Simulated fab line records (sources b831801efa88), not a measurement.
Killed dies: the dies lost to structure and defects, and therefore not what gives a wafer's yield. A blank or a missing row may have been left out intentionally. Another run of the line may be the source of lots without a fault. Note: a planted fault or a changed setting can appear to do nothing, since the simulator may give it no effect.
Which of the tools did it? ; flow sky130 ; at 1 step of a route of 708, 6 lots with 18 wafers sampled

== WHAT EACH GAUGE READ, for each wafer ==
SKY_FIELD_ISO_CD_MEAS_13: target cd 150 nm.
lot;measured;on;cd_nm (nm)
L960;day 2 08:32;cd_sem-01;152.5 150.7 151.6
L963;day 3 01:35;cd_sem-01;151.0 148.5 150.8
L968;day 4 03:59;cd_sem-01;150.6 150.7 150.8
L974;day 5 12:44;cd_sem-02;151.7 151.5 151.5
L976;day 5 22:36;cd_sem-02;149.0 151.3 150.5
L978;day 6 09:17;cd_sem-02;150.7 151.0 151.0

== TOOL THAT RAN EACH LOT (tool first, then ch and the chambers of the sampled wafers, then the start) ==
There is no process step in the record ahead of these readings.

== THE ANSWER, worked out from the rows above alone ==
Rule: the lots themselves supply what counts as usual. The widest of any qualifying gaps counts: lots, ordered by their means at a reading, are off when they make up no more than a third of the lots, leave a main group of 4 or more, and stand apart from it by 3 or more times the standard deviation of that group's means. If all means in a main group match to the digits the tables above print for the reading, that group is not used. A lot without any number at a reading at which 4 lots or more have one is off too. Any other lot the step has rows for is counted as sound.
No lot is off on any of the readings shown, so nothing can be concluded from this.

== WHAT THE SIMULATOR PUT IN ==
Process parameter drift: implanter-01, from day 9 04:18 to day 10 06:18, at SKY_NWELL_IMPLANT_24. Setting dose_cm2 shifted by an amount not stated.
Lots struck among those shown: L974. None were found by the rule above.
